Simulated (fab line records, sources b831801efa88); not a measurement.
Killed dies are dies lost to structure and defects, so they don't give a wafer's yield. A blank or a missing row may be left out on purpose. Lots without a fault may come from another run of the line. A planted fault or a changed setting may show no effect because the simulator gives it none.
Which tool did it? | flow gf180mcu | 11 lots, 33 wafers sampled, at 3 steps of a route of 602

WHAT THE GAUGES READ, wafer by wafer
GF_V4_THK_MEAS_03.
lot  | measured     | on            | V4_CVD_02_THK (nm)
L273 | day 23 20:35 | film_metro-03 | 852 852 853
L274 | day 24 02:20 | film_metro-03 | 844 848 856
L276 | day 24 21:57 | film_metro-03 | 827 831 855
L277 | day 25 07:43 | film_metro-04 | 848 853 872
L282 | day 27 04:19 | film_metro-03 | 794 858 832
L289 | day 29 00:43 | film_metro-01 | 834 849 854
L290 | day 29 07:39 | film_metro-01 | 861 871 858
L291 | day 29 13:12 | film_metro-04 | 845 856 868
L293 | day 30 06:37 | film_metro-01 | 819 836 839
L294 | day 30 09:24 | film_metro-03 | 848 851 868
L295 | day 30 18:16 | film_metro-03 | 835 836 851

WHICH TOOL RAN EACH LOT (tool, then ch and the chambers of the sampled wafers, then the start)
lot  | GF_V3_SPUTTER_21             | GF_V4_CVD_02
L273 | pvd_sputter-04, day 22 20:14 | pecvd-03 ch 0,2, day 23 20:31
L274 | pvd_sputter-01, day 23 01:45 | pecvd-04 ch 0,1,2, day 24 02:15
L276 | pvd_sputter-04, day 23 21:43 | pecvd-04 ch 0,2, day 24 21:52
L277 | pvd_sputter-04, day 24 07:56 | pecvd-03 ch 0,1, day 25 07:38
L282 | pvd_sputter-04, day 26 05:59 | pecvd-03 ch 0,1,2, day 27 04:14
L289 | pvd_sputter-01, day 28 03:10 | pecvd-01 ch 1,2, day 29 00:37
L290 | pvd_sputter-02, day 28 10:11 | pecvd-01 ch 0,1,2, day 29 07:35
L291 | pvd_sputter-04, day 28 16:15 | pecvd-01 ch 1,2, day 29 13:08
L293 | pvd_sputter-01, day 29 05:45 | pecvd-04 ch 0,1,2, day 30 06:32
L294 | pvd_sputter-04, day 29 12:10 | pecvd-01 ch 0,2, day 30 09:19
L295 | pvd_sputter-01, day 29 21:46 | pecvd-04 ch 0,1, day 30 18:11
- GF_V3_SPUTTER_21: material Ti, target thk 15 nm, time 80.02 s.
- GF_V4_CVD_02: deposits SiO2 from TEOS, target thk 850 nm, time 94.851 s.

THE ANSWER, worked out from the rows above alone
Rule: what is usual is taken from the lots themselves. Put in order of their means at a reading, lots are off if they are a third of the lots or fewer, leave a main group of 4 or more, and stand apart from it by a gap of 3 or more times the standard deviation of the main group's means; of several such gaps the widest counts. A main group whose means are all the same, to the digits that the tables above print for the reading, isn't used. A lot without any number at a reading at which 4 lots or more have one is off too. The other lots that the step has rows for count as sound.
No lot is off at any reading shown: from this, nothing can be told.

WHAT THE SIMULATOR HAD PUT IN
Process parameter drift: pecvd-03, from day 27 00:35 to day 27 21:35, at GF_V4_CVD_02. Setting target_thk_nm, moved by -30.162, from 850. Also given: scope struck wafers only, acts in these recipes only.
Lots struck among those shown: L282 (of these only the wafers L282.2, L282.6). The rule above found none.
